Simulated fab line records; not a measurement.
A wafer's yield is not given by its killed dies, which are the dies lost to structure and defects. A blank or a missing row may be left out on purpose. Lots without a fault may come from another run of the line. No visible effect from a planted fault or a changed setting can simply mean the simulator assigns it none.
A lot that was struck, set against a sound lot :: flow sky130 :: 15 steps out of a route of 708
Sound: the wafers L445.3, L445.4, L445.5. Struck: wafer L457.1. (L457.2, L457.5 of the same lot were not struck and are left out.) The cause comes at the end.
At each step with rows: each side's tool, then ch and its chambers, then its first start. Under that, the readings that differ: sound wafers :: struck wafers :: difference of the means :: sigmas: that difference in standard deviations of wafers without a fault.
alike: a reading whose means differ by less than 2 such deviations, as well as words and numbers matching on both sides. not compared: withheld readings; readings where some wafer has no value; bounds like >300 that might hide an equal value; numbers whose values overlap and for which the record gives no deviation.
A row with sigmas, a row that says differs or no value, or rows on one side alone: a step with any of these is where the two part. Numbers that have no deviation but don't overlap get no sigmas and don't part them. Lack of a reading on every wafer of one side parts them only where that side has two or more wafers.

SKY_VIA1_CMP_02: polishes SiO2.
  sound on cmp-01 ch 2,3, day 32 17:39; struck on cmp-02 ch 3, day 36 21:40
  alike: edgeZonePressureFrac, motorCurrentA
SKY_VIA1_BOW_MEAS_03:
  sound: filmMetro-03 at day 32 17:59; struck: filmMetro-01 at day 36 21:52
  alike: VIA1_BOW
then, 8 steps without rows for these wafers: SKY_VIA1_DEHYDRATE_04 (time 60 s); SKY_VIA1_HMDS_05 (prime time 60 s); SKY_VIA1_COAT_06 (resist thk 60 nm); SKY_VIA1_COAT_07 (resist thk 450 nm); SKY_VIA1_SOFTBAKE_08 (time 90 s); SKY_VIA1_EXPOSE_09 (exposes mask VIM, target cd 150 nm); SKY_VIA1_PEB_10; SKY_VIA1_DEVELOP_11 (develop time 60 s).
SKY_VIA1_CD_MEAS_12 targets a cd of 150 nm.
  sound: cdSem-01 at day 33 21:46; struck: cdSem-01 at day 38 00:32
  alike: cdNm
SKY_VIA1_OVL_MEAS_13:
  sound: overlay-01 at day 33 21:52; struck: overlay-01 at day 38 00:39
  alike: VIA1_OVL
SKY_VIA1_ETCH_14: etches BARC in N2/H2, stops on SiO2, time 45.9 s, target depth 60 nm.
  sound on rieDiel-01 ch 0,2, day 33 21:53; struck on rieDiel-02 ch 0, day 38 00:41
reading: oesProductAu (a.u.)
sound: 0.848 0.860 0.841
struck: 1.019
difference: +0.169
sigmas: +35

reading: runLengthS (s)
sound: 74.5 74.9 75.0
struck: 65.0
difference: -9.8
sigmas: -17

reading: throttleValvePct (%)
sound: 13.234 13.214 13.224
struck: 13.257
difference: +0.033
sigmas: +4

reading: model.KrF-thick_of_VIA1_COAT_07.thkNm (nm)
sound: 393.6 395.1 393.9
struck: 399.6
difference: +5.4
sigmas: 
  alike: drypumpMotorCurrentA, n2FlowSccm
  not compared: rfHoursCounterH
SKY_VIA1_ETCH_15: etches SiO2 in C4F8/O2/Ar, stops on TiN, target depth 351 nm, time 54 s.
  sound on rieDiel-01 ch 0,2, day 33 21:55; struck on rieDiel-02 ch 0, day 38 00:44
  alike: oesProductAu, runLengthS
  not compared: rfHoursCounterH, model.KrF-thick_of_VIA1_COAT_07.thkNm
SKY_VIA1_STRIP_16: strips in O2/N2.
  sound on plasmaAsher-04 ch 0,1, day 33 22:00; struck on plasmaAsher-04 ch 0, day 38 00:47
reading: rfHoursCounterH (h)
sound: - - -
struck: 72
difference: no value on the sound wafers
sigmas: 
  alike: drypumpMotorCurrentA, n2FlowSccm, oesProductAu, stripTimeToEndpointS

WHERE THEY PART
At SKY_VIA1_ETCH_14 first; at SKY_VIA1_STRIP_16 last (within this record only).

WHY: the cause the simulator had injected
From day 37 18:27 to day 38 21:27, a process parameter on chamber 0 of rieDiel-02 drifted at SKY_VIA1_ETCH_14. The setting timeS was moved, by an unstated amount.
